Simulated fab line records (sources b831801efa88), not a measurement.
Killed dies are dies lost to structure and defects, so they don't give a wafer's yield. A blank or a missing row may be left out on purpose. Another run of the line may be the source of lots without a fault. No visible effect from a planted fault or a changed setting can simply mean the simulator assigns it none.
The tool behind it: which one?    flow gf180mcu    14 lots with 42 wafers sampled at 5 steps, on a route of 602 steps

## WHAT EACH GAUGE READ, for each wafer
GF_STI_THK_MEAS_02.
lot   measured     on            STI_OXIDATION_THK (nm)
L260  day 1 11:38  filmMetro-01  10.07 10.09 10.08
L261  day 1 16:34  filmMetro-01  10.19 10.23 10.22
L262  day 1 21:31  filmMetro-01  10.09 9.97 10.01
L263  day 2 07:15  filmMetro-04  10.15 10.36 10.17
L264  day 2 10:08  filmMetro-04  10.09 10.20 10.15
L266  day 2 18:24  filmMetro-01  9.84 9.85 9.84
L268  day 3 03:32  filmMetro-01  10.34 10.15 9.94
L270  day 3 13:31  filmMetro-02  10.07 10.15 10.11
L273  day 4 04:31  filmMetro-01  9.91 9.94 9.87
L275  day 4 14:31  filmMetro-01  9.99 9.94 9.75
L277  day 5 01:52  filmMetro-04  10.41 10.30 10.25
L279  day 5 10:58  filmMetro-04  10.04 10.07 9.89
L281  day 5 20:31  filmMetro-04  10.17 10.26 10.17
L283  day 6 06:31  filmMetro-02  10.01 9.84 10.00

GF_STI_THK_MEAS_30.
lot   measured     on            STI_OXIDATION_02_THK (nm)
L260  day 2 09:23  filmMetro-04  10.56 10.54 10.52
L261  day 2 14:23  filmMetro-04  9.92 10.03 9.94
L262  day 2 17:01  filmMetro-01  10.19 10.26 10.07
L263  day 3 00:43  filmMetro-04  10.12 10.13 10.25
L264  day 3 05:58  filmMetro-02  10.02 10.14 10.02
L266  day 3 13:59  filmMetro-04  9.87 10.06 9.89
L268  day 3 22:45  filmMetro-02  10.13 10.08 10.00
L270  day 4 10:42  filmMetro-01  9.96 9.96 9.82
L273  day 5 00:27  filmMetro-02  10.37 10.33 10.28
L275  day 5 10:58  filmMetro-01  10.03 10.04 9.84
L277  day 5 22:19  filmMetro-04  9.90 9.88 10.07
L279  day 6 07:56  filmMetro-02  10.03 10.26 10.18
L281  day 6 17:55  filmMetro-02  10.09 10.32 10.18
L283  day 7 06:41  filmMetro-01  10.14 9.95 10.13

GF_MVSD_OVL_MEAS_07.
lot   measured      on          MVSD_OVL (nm)
L260  day 4 13:22   overlay-02  1.3 0.3 1.5
L261  day 4 17:40   overlay-02  1.6 0.5 2.1
L262  day 4 22:30   overlay-01  0.1 0.8 0.1
L263  day 5 07:34   overlay-01  -0.3 -0.4 -1.3
L264  day 5 12:37   overlay-01  0.1 1.0 -0.2
L266  day 5 20:29   overlay-02  0.7 0.7 0.6
L268  day 6 07:34   overlay-02  -1.0 -0.5 -0.2
L270  day 6 19:50   overlay-02  0.9 -0.1 2.7
L273  day 7 11:38   overlay-02  1.6 -0.6 0.0
L275  day 8 00:47   overlay-02  0.4 0.0 0.5
L277  day 8 12:11   overlay-01  -1.2 1.0 1.3
L279  day 8 23:53   overlay-02  1.7 3.4 0.9
L281  day 9 12:28   overlay-01  -0.7 -0.7 -2.4
L283  day 10 01:40  overlay-02  -0.1 -1.3 0.9

GF_VT_IMPLANT_RS_MEAS_48: uses a four-point probe to measure.
lot   measured      on            LVPWELL_RS (ohm/sq)
L260  day 7 17:10   filmMetro-02  1188 1196 1194
L261  day 7 22:14   filmMetro-04  1199 1200 1198
L262  day 8 01:53   filmMetro-03  1196 1200 1199
L263  day 8 13:50   filmMetro-03  1199 1198 1198
L264  day 8 17:58   filmMetro-03  1198 1201 1203
L266  day 9 04:43   filmMetro-02  1196 1195 1191
L268  day 9 19:06   filmMetro-02  1198 1198 1190
L270  day 10 07:55  filmMetro-02  1206 1208 1206
L273  day 11 02:31  filmMetro-02  1208 1210 1208
L275  day 11 17:19  filmMetro-02  1195 1195 1193
L277  day 12 07:26  filmMetro-04  1196 1198 1199
L279  day 12 19:01  filmMetro-02  1200 1194 1193
L281  day 13 11:05  filmMetro-02  1191 1190 1194
L283  day 14 02:44  filmMetro-04  1197 1201 1203

## WHICH TOOL RAN EACH LOT (tool, then ch and the chambers of the sampled wafers, then the start)
lot   GF_LVPWELL_IMPLANT_09
L260  implanter-02 ch 0, day 3 23:22
L261  implanter-03 ch 0, day 4 04:56
L262  implanter-03 ch 0, day 4 08:31
L263  implanter-03 ch 0, day 4 16:47
L264  implanter-04 ch 0, day 4 22:33
L266  implanter-03 ch 0, day 5 06:13
L268  implanter-04 ch 0, day 5 16:14
L270  implanter-04 ch 0, day 6 05:26
L273  implanter-04 ch 0, day 6 20:32
L275  implanter-03 ch 0, day 7 08:10
L277  implanter-03 ch 0, day 7 20:19
L279  implanter-03 ch 0, day 8 07:10
L281  implanter-02 ch 0, day 8 18:50
L283  implanter-02 ch 0, day 9 08:30
- GF_LVPWELL_IMPLANT_09

## AS READ BY THE TOOLS THEMSELVES (means over the sampled wafers that have a number; for cases with no such wafer, the mark the record gives instead)
GF_LVPWELL_IMPLANT_09.
lot   tool          beamEnergyKeV  doseIonsCm2
L260  implanter-02  60.011         5.005e+12
L261  implanter-03  60.013         5.001e+12
L262  implanter-03  60.017         4.997e+12
L263  implanter-03  59.990         4.998e+12
L264  implanter-04  59.995         4.996e+12
L266  implanter-03  60.003         5.004e+12
L268  implanter-04  59.998         4.994e+12
L270  implanter-04  69.585         5.007e+12
L273  implanter-04  69.596         4.998e+12
L275  implanter-03  60.005         5.002e+12
L277  implanter-03  60.015         4.996e+12
L279  implanter-03  60.009         4.995e+12
L281  implanter-02  59.995         5.002e+12
L283  implanter-02  59.993         4.993e+12

## THE ANSWER, worked out from the rows above alone
Rule: usual is defined by the lots themselves. Put in order of their means at a reading, lots are off if they are a third of the lots or fewer, leave a main group of 4 or more, and stand apart from it by a gap of 3 or more times the standard deviation of the main group's means; of several such gaps the widest counts. Not used: any main group whose means are identical at the precision the tables above print for the reading. A lot without any number at a reading at which 4 lots or more have one is off too. The other lots that the step has rows for count as sound. First the gauges in route order, then the tools' own readings, where a lot's mean is used as printed above. At the first step where some lot is off, the reading lying furthest off is the one used; lots without a number count as furthest.
Off: L270, L273, at GF_LVPWELL_IMPLANT_09 (beamEnergyKeV). For the main group the mean is 60.004 and the standard deviation 0.0089.
A tool fits if, at that step or a process step before it, it ran every lot that is off, and no sound lot after the first of them. One fits: implanter-04 at GF_LVPWELL_IMPLANT_09. Its last sound lot is L268 (day 5 16:14), its first lot that is off L270 (day 6 05:26): a fault that began between those two fits.
The tool's own readings at GF_LVPWELL_IMPLANT_09 bear it out: on the lots that are off they differ by more than 5 times the standard deviation of the sound lots' means. beamEnergyKeV reads 69.590 there against 60.004 on the sound lots.

## WHAT WAS PUT IN BY THE SIMULATOR
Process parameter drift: implanter-04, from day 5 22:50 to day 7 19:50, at GF_LVPWELL_IMPLANT_09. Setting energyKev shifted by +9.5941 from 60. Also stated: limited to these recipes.
Struck lots among those shown: L270, L273. The rule given above showed the same thing.
